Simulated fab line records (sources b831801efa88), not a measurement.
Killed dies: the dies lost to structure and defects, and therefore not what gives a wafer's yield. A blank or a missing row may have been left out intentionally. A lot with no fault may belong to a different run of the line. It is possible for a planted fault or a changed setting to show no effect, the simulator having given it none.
fab line records | flow gf180mcu
record: lots: 5 wafers: 15 last-day: 34
route steps=602 shown HV_LDD@227 NSD@235 PSD@248
lots untouched by any fault: they come from a run of this same line in which no faults occurred
start-h: the number of hours between the record's first day and the start of the first shown wafer of the lot | wait-h: hours since the lot's step before | " repeats the value in the row above | L1.1+2: one row covering several wafers at once | - value missing, or start not given | * or withheld: withheld | < > ~ a bound
route shown NAME@n: NAME is a module with steps in the file, n the number in the route of the first one | usual: average and standard deviation across the fault-free wafers | same: alike in all rows | chamber/n: place in a boat | sites: per-site readings | _std_site: how widely they spread, as a standard deviation | _edge_site: the outer-site mean with the inner-site mean subtracted | radius-mm: how far each site lies from the wafer's centre | mask NAME#n: copy n | behind: the tool/chamber that last shaped the wafer | hold: what put the lot on hold/how long, in hours/how the hold closed | device: names the non-switching transistor (n, p or np) | end of line: tests run on the same wafers once the route is complete | where a step has no rows: the recipe by itself | killed: not the wafer's yield, but the dies lost to structure and defects at the first sort | map: shows each die of a wafer: x if killed, . if not, _ if none is there
set.NAME: setting as actually run; set.NAME@STEP: the setting as run at that earlier step | model.NAME: the simulator's own value behind a step, which no gauge read
lots at some steps of the route; a table a step, a row a wafer
services: when a tool's chamber went out of use (start-h, in hours from the record's first day, below 0 if earlier), for how many hours, and the reason
== steps ==
step: GF_HV_LDD_CLEAN_51
recipe: chemistry: SC1/SC2 mix: 1:4:20 temp-c: 70 time-s: 150 dry: n2-spin
step: GF_HV_LDD_RTA_52
recipe: temp-c: 1000 time-s: 10 ambient: N2
usual: lamp-power-pct: 32.7/0.94 wafer_temp_C_max: 1005.5/1.2
columns lot.wafer tool chamber start-h wait-h lamp-power-pct wafer_temp_C_max
L642.1 rtp-anneal-02 0 331.78 0.0 33.7 1003.6
L642.2 " 0 " " 33.7 1005.0
L642.3 " 0 " " 33.7 1004.9
L645.2 rtp-anneal-02 0 354.20 0.0 33.7 1004.8
L645.3 " 0 " " 33.7 1003.8
L645.4 " 0 " " 33.7 1004.6
L646.1 rtp-anneal-01 0 356.51 0.0 31.8 1004.8
L646.2 " 0 " " 31.7 1007.0
L646.4 " 0 " " 31.9 1005.0
L656.2 rtp-anneal-02 0 450.39 0.0 33.7 1004.5
L656.3 " 0 " " 33.7 1005.2
L656.6 " 0 " " 33.7 1004.3
L657.4 rtp-anneal-01 0 451.82 0.0 31.8 1005.7
L657.5 " 0 " " 31.8 1005.9
L657.6 " 0 " " 31.8 1003.9
step: GF_HV_LDD_CVD_54
recipe: material: SiO2 target-thk-nm: 10 precursor: TEOS temp-c: 680 time-s: 75 pressure-mtorr: 400
step: GF_HV_LDD_THK_MEAS_55
recipe: reads: SiO2_of_HV_LDD_CVD_54
usual: HV_LDD_CVD_54_THK: 10.07/0.18
columns lot.wafer tool chamber start-h wait-h HV_LDD_CVD_54_THK[nm]
L642.1 film-metro-02 - 333.19 0.0 10.34
L642.2 " - " " 10.50
L642.3 " - " " 10.21
L645.2 film-metro-02 - 355.41 0.0 9.87
L645.3 " - " " 10.00
L645.4 " - " " 9.95
L646.1 film-metro-02 - 357.91 0.0 9.95
L646.2 " - " " 10.09
L646.4 " - " " 10.08
L656.2 film-metro-02 - 451.60 0.0 10.12
L656.3 " - " " 10.21
L656.6 " - " " 10.07
L657.4 film-metro-02 - 453.61 0.0 9.92
L657.5 " - " " 10.23
L657.6 " - " " 10.07
step: GF_HV_LDD_CVD_56
recipe: material: Si3N4 precursor: DCS/NH3 target-thk-nm: 90 temp-c: 770 time-s: 1543 pressure-mtorr: 250
step: GF_HV_LDD_THK_MEAS_57
recipe: reads: Si3N4_of_HV_LDD_CVD_56
usual: HV_LDD_CVD_56_THK: 90.0/0.77
columns lot.wafer tool chamber start-h wait-h HV_LDD_CVD_56_THK[nm]
L642.1 film-metro-01 - 335.44 0.0 89.7
L642.2 " - " " 89.7
L642.3 " - " " 89.6
L645.2 film-metro-02 - 356.89 0.0 89.2
L645.3 " - " " 88.4
L645.4 " - " " 88.8
L646.1 film-metro-03 - 359.39 0.0 90.9
L646.2 " - " " 90.6
L646.4 " - " " 90.7
L656.2 film-metro-02 - 453.09 0.0 90.9
L656.3 " - " " 90.9
L656.6 " - " " 90.3
L657.4 film-metro-03 - 455.09 0.0 90.0
L657.5 " - " " 90.5
L657.6 " - " " 90.5
step: GF_HV_LDD_ETCHBACK_58
recipe: chemistry: CH3F/O2 target: Si3N4 stop-on: SiO2 source-w: 400 bias-w: 80 pressure-mtorr: 25 ch3f-flow-sccm: 40 O2_flow_sccm: 30 time-s: 100 target-depth-a: 900
usual: drypump-motor-current-A: 5.7/0.48 oes-product-au: 0.843/0.0058 rf-fwd-power-W: 397.8/1.2 throttle-valve-pct: 10.560/0.009
columns lot.wafer tool chamber start-h wait-h drypump-motor-current-A oes-product-au rf-fwd-power-W rf-hours-counter-h throttle-valve-pct
L642.1 rie-diel-03 1 335.50 0.1 5.5 0.835 397.4 79 10.559
L642.2 " 0 " " 6.4 0.842 396.8 13 10.553
L642.3 " 3 " " 4.7 0.840 397.9 11 10.549
L645.2 rie-diel-04 2 356.94 0.0 6.0 0.836 396.8 1 10.562
L645.3 " 1 " " 6.3 0.837 397.5 7 10.582
L645.4 " 3 " " 5.5 0.837 398.5 56 10.565
L646.1 rie-diel-04 1 359.45 0.1 6.3 0.850 396.6 8 10.552
L646.2 " 3 " " 5.5 0.842 400.1 56 10.556
L646.4 " 3 " " 5.4 0.842 397.4 - 10.550
L656.2 rie-diel-02 0 453.14 0.0 5.8 0.846 395.5 76 10.552
L656.3 " 2 " " 4.9 0.848 396.7 0 10.560
L656.6 " 0 " " 5.8 0.835 396.0 - 10.552
L657.4 rie-diel-02 1 455.12 0.0 5.6 0.847 397.6 3 10.555
L657.5 " 1 " " 5.6 0.845 396.4 - 10.545
L657.6 " 0 " " 5.8 0.846 397.1 - 10.573
step: GF_NSD_DEHYDRATE_00
recipe: temp-c: 200 time-s: 60
step: GF_NSD_HMDS_01
recipe: prime-time-s: 60 prime-temp-c: 120
step: GF_NSD_COAT_02
recipe: resist: NOVOLAK spin-rpm: 3000 resist-thk-nm: 984.2
step: GF_NSD_SOFTBAKE_03
recipe: temp-c: 90 time-s: 60 resist: NOVOLAK
step: GF_NSD_EXPOSE_04
recipe: mask-id: Nplus target-cd-nm: 400 na: 0.6 source-shape: conventional sigma-outer: 0.6 dose-mj: 140
usual: exposure-dose-mJ-cm2: 139.22/0.14
columns lot.wafer tool chamber start-h wait-h mask exposure-dose-mJ-cm2
L642.1 iline-stepper-02 0 346.43 - Nplus#0 139.17
L642.2 " 0 " " Nplus#0 139.66
L642.3 " 0 " " Nplus#0 139.36
L645.2 iline-stepper-01 0 368.30 - Pplus_HV_AREA#0 139.34
L645.3 " 0 " " Pplus_HV_AREA#0 139.28
L645.4 " 0 " " Pplus_HV_AREA#0 139.25
L646.1 iline-stepper-02 0 371.04 - Nplus#0 139.25
L646.2 " 0 " " Nplus#0 139.06
L646.4 " 0 " " Nplus#0 139.23
L656.2 iline-stepper-01 0 465.20 - Nplus#0 139.17
L656.3 " 0 " " Nplus#0 139.02
L656.6 " 0 " " Nplus#0 138.94
L657.4 iline-stepper-01 0 467.23 - Nplus#0 139.08
L657.5 " 0 " " Nplus#0 138.96
L657.6 " 0 " " Nplus#0 138.91
step: GF_NSD_PEB_05
recipe: temp-c: withheld time-s: * resist: NOVOLAK
step: GF_NSD_DEVELOP_06
recipe: develop-time-s: 60 dev-temp-c: 23
step: GF_NSD_CD_MEAS_07
recipe: target-cd-nm: 400
usual: cd-nm: 400.3/2.2
columns lot.wafer tool chamber start-h wait-h cd-nm
L642.1 cd-sem-01 - 356.98 0.1 401.5
L642.2 " - " " 402.1
L642.3 " - " " 403.0
L645.2 cd-sem-02 - 379.25 0.1 -
L645.3 " - " " -
L645.4 " - " " -
L646.1 cd-sem-01 - 381.60 0.1 401.9
L646.2 " - " " 401.5
L646.4 " - " " 398.9
L656.2 cd-sem-02 - 477.93 0.1 399.0
L656.3 " - " " 400.1
L656.6 " - " " 398.9
L657.4 cd-sem-02 - 479.34 0.1 399.3
L657.5 " - " " 398.1
L657.6 " - " " 397.2
step: GF_NSD_OVL_MEAS_08
usual: NSD_OVL: -1.1/1.4
columns lot.wafer tool chamber start-h wait-h NSD_OVL[nm]
L642.1 overlay-01 - 357.10 0.1 -3.0
L642.2 " - " " -3.6
L642.3 " - " " -0.8
L645.2 overlay-02 - 379.35 0.1 -
L645.3 " - " " -
L645.4 " - " " -
L646.1 overlay-02 - 381.72 0.1 -4.0
L646.2 " - " " -2.5
L646.4 " - " " -3.0
L656.2 overlay-02 - 478.03 0.1 -1.9
L656.3 " - " " -1.0
L656.6 " - " " -1.6
L657.4 overlay-02 - 479.41 0.1 -3.1
L657.5 " - " " -3.1
L657.6 " - " " -1.8
step: GF_NSD_IMPLANT_09
recipe: species: As energy-kev: 60 dose-cm2: 4e+15 tilt-deg: 7
step: GF_NSD_IMPLANT_10
recipe: species: P energy-kev: 40 dose-cm2: 5e+14 tilt-deg: 7
step: GF_NSD_STRIP_11
recipe: chemistry: O2/N2 power-w: 1400 pressure-mtorr: 1500 platen-temp-c: 250 o2-flow-sccm: 3000 n2-flow-sccm: 300 overash-fraction: 0.5
usual: drypump-motor-current-A: 5.4/0.4 heater-power-w: 317/25 oes-product-au: 0.485/0.0043 strip-time-to-endpoint-s: 22.78/0.035
columns lot.wafer tool chamber start-h wait-h drypump-motor-current-A heater-power-w oes-product-au rf-hours-counter-h strip-time-to-endpoint-s
L642.1 plasma-asher-02 1 357.43 0.1 4.9 357 0.484 25 22.74
L642.2 " 0 " " 5.4 292 0.486 25 22.75
L642.3 " 1 " " 4.9 353 0.483 - 22.71
L645.2 plasma-asher-01 0 379.68 0.1 5.2 317 0.485 73 22.82
L645.3 " 1 " " 6.0 311 0.488 - 22.80
L645.4 " 0 " " 5.2 318 0.488 - 22.85
L646.1 plasma-asher-04 0 382.14 0.1 5.5 320 0.492 62 22.77
L646.2 " 1 " " 5.4 290 0.492 62 22.75
L646.4 " 0 " " 5.5 320 0.492 - 22.77
L656.2 plasma-asher-02 0 478.36 0.1 5.4 291 0.485 39 22.78
L656.3 " 1 " " 4.9 361 0.483 - 22.75
L656.6 " 1 " " 4.9 350 0.482 - 22.77
L657.4 plasma-asher-01 1 479.76 0.1 6.1 305 0.484 - 22.78
L657.5 " 0 " " 5.3 323 0.484 - 22.79
L657.6 " 1 " " 6.1 302 0.489 - 22.76
step: GF_NSD_TW_MEAS_12
usual: NSD_TW: 4272/25
columns lot.wafer tool chamber start-h wait-h NSD_TW
L642.1 film-metro-01 - 357.53 0.1 4263
L642.2 " - " " 4252
L642.3 " - " " 4253
L645.2 film-metro-02 - 379.79 0.1 30
L645.3 " - " " 30
L645.4 " - " " 30
L646.1 film-metro-02 - 382.24 0.1 4256
L646.2 " - " " 4258
L646.4 " - " " 4239
L656.2 film-metro-02 - 478.47 0.1 4252
L656.3 " - " " 4278
L656.6 " - " " 4255
L657.4 film-metro-01 - 479.86 0.1 4274
L657.5 " - " " 4238
L657.6 " - " " 4255
step: GF_PSD_DEHYDRATE_00
recipe: temp-c: 200 time-s: 60
== services ==
columns tool chamber start-h hours kind
rie-diel-03 0 354.51 2.3 repair
rie-diel-04 2 357.62 3.1 repair
iline-stepper-02 0 370.20 - calibration
rie-diel-04 3 370.28 9.2 repair
plasma-asher-04 - 371.77 9.3 repair
rie-diel-03 1 375.97 10.1 repair
rie-diel-04 1 378.02 7.3 repair
rie-diel-04 0 398.89 3.9 repair
rie-diel-02 2 405.91 - clean
rie-diel-02 2 405.91 18.8 scheduled-down
rie-diel-02 2 405.91 18.8 vent-cycle
rie-diel-02 0 408.95 6.5 repair
iline-stepper-01 - 414.78 1.7 pm
plasma-asher-01 - 421.25 9.0 pm
plasma-asher-01 0 421.25 9.0 vent-cycle
plasma-asher-01 1 421.25 9.0 vent-cycle
rie-diel-03 0 426.13 1.9 repair
plasma-asher-01 0 430.25 - clean
plasma-asher-01 1 430.25 - clean
iline-stepper-02 - 431.04 7.4 repair
rie-diel-02 2 433.29 3.5 repair
iline-stepper-02 - 454.01 1.7 pm
iline-stepper-01 0 466.68 - calibration
rie-diel-02 0 476.82 4.3 repair
== key ==
first-sign: step: GF_NSD_EXPOSE_04 reading: mask direction: changed
effect: step: GF_NSD_CD_MEAS_07 reading: cd-nm direction: missing
effect: step: GF_NSD_OVL_MEAS_08 reading: NSD_OVL direction: missing
effect: step: GF_NSD_TW_MEAS_12 reading: NSD_TW direction: down sigmas: 99+ usual: 4272 struck: 30
met-at GF_NSD_EXPOSE_04
struck-wafers L645.2,L645.3,L645.4
sort-left-out L645.2,L645.3,L645.4
tester-left-out L645
fault: kind: wrong-mask tool: any chamber: - onset-h: 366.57 steps: GF_NSD_EXPOSE_04 aux-copy: Pplus_HV_AREA#0 scope: struck-lots-only
tester-left-out: of these lots the tester's yield and bins aren't shown, on N5 and GAA mostly nor the transistor test; their killed dies are dies lost to structure and defects alone, not to doping, threshold or leakage, so they don't give the yield
sort-left-out: the simulated sort isn't trusted on such a fault, so these wafers' sort isn't shown, and their yield isn't known
